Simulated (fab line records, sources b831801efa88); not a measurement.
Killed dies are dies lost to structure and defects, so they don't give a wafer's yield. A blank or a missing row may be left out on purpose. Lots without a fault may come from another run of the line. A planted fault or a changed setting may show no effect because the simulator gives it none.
Tool commonality check | flow gf180mcu | 13 lots, 39 wafers sampled

WHY IT WAS OPENED
At GF_PSD_RS_MEAS_14 the reading NSD_RS is flagged on 3 of 13 lots. Wafers without a fault read 46.15 ohm/sq, standard deviation 0.083.
Rule: a lot is flagged when every wafer of it that has a number lies more than 4 standard deviations from that mean, or none has a number. The other lots count as sound.

lot  | measured     | on            | NSD_RS (ohm/sq), wafer by wafer | flag
L500 | day 14 04:34 | film_metro-03 | 46.07 46.19 46.05               |
L501 | day 14 16:29 | film_metro-04 | 46.21 46.15 45.95               |
L502 | day 14 19:59 | film_metro-01 | 46.22 46.27 46.16               |
L503 | day 15 03:44 | film_metro-03 | 46.07 46.15 46.02               |
L507 | day 16 10:31 | film_metro-03 | 46.11 46.22 46.11               |
L508 | day 16 18:08 | film_metro-01 | 46.25 46.28 46.19               |
L511 | day 18 01:07 | film_metro-03 | 46.23 46.00 46.19               |
L512 | day 18 14:15 | film_metro-03 | 42.27 42.31 42.25               | FLAGGED
L513 | day 18 20:02 | film_metro-01 | 42.45 42.30 42.24               | FLAGGED
L515 | day 19 08:22 | film_metro-04 | 42.19 42.12 42.17               | FLAGGED
L521 | day 22 07:03 | film_metro-01 | 46.17 46.19 46.21               |
L522 | day 22 10:37 | film_metro-04 | 46.09 46.20 46.26               |
L523 | day 22 23:13 | film_metro-03 | 46.14 46.06 45.95               |
The numbers of the flagged lots are 42.26 ohm/sq on average: -3.89 ohm/sq against the usual, or -47 standard deviations.

WHICH TOOL RAN EACH LOT
The record holds 1 process step before the reading, out of a route of 602 steps. In each cell: the tool, then ch and the chambers that the sampled wafers went through, then the start.
lot  | flag    | GF_PSD_RTA_13
L500 |         | rtp_anneal-02 ch 0, day 14 04:29
L501 |         | rtp_anneal-02 ch 0, day 14 16:23
L502 |         | rtp_anneal-02 ch 0, day 14 19:54
L503 |         | rtp_anneal-01 ch 0, day 15 03:38
L507 |         | rtp_anneal-02 ch 0, day 16 10:26
L508 |         | rtp_anneal-01 ch 0, day 16 18:03
L511 |         | rtp_anneal-02 ch 0, day 18 01:01
L512 | FLAGGED | rtp_anneal-02 ch 0, day 18 14:10
L513 | FLAGGED | rtp_anneal-02 ch 0, day 18 19:56
L515 | FLAGGED | rtp_anneal-02 ch 0, day 19 08:17
L521 |         | rtp_anneal-01 ch 0, day 22 06:58
L522 |         | rtp_anneal-02 ch 0, day 22 10:32
L523 |         | rtp_anneal-02 ch 0, day 22 23:08
What these steps do:
- GF_PSD_RTA_13: time 20 s.
- GF_PSD_RS_MEAS_14: measures by four-point-probe.

FLAGGED OVER TOTAL, TOOL BY TOOL (the gauges that took the reading come last)
step              | tool          | lots run | flagged | share of the flagged lots | sound lots run after its first flagged lot
GF_PSD_RTA_13     | rtp_anneal-01 | 3        | 0       | none                      | -
GF_PSD_RTA_13     | rtp_anneal-02 | 10       | 3       | all                       | 2 (L522,L523)
GF_PSD_RS_MEAS_14 | film_metro-01 | 4        | 1       | some                      | 1 (L521)
GF_PSD_RS_MEAS_14 | film_metro-03 | 6        | 1       | some                      | 1 (L523)
GF_PSD_RS_MEAS_14 | film_metro-04 | 3        | 1       | some                      | 1 (L522)

WHAT THE TABLE ALLOWS
1 row of the table ran every flagged lot: rtp_anneal-02 at GF_PSD_RTA_13.
- rtp_anneal-02 at GF_PSD_RTA_13: 3 of its 10 lots flagged. Sound lots ran on it after the first flagged one (L522, L523), which a lasting fault on the whole tool wouldn't allow.
No row of the table ran every flagged lot and no sound lot after the first.

WHAT THE SIMULATOR HAD PUT IN
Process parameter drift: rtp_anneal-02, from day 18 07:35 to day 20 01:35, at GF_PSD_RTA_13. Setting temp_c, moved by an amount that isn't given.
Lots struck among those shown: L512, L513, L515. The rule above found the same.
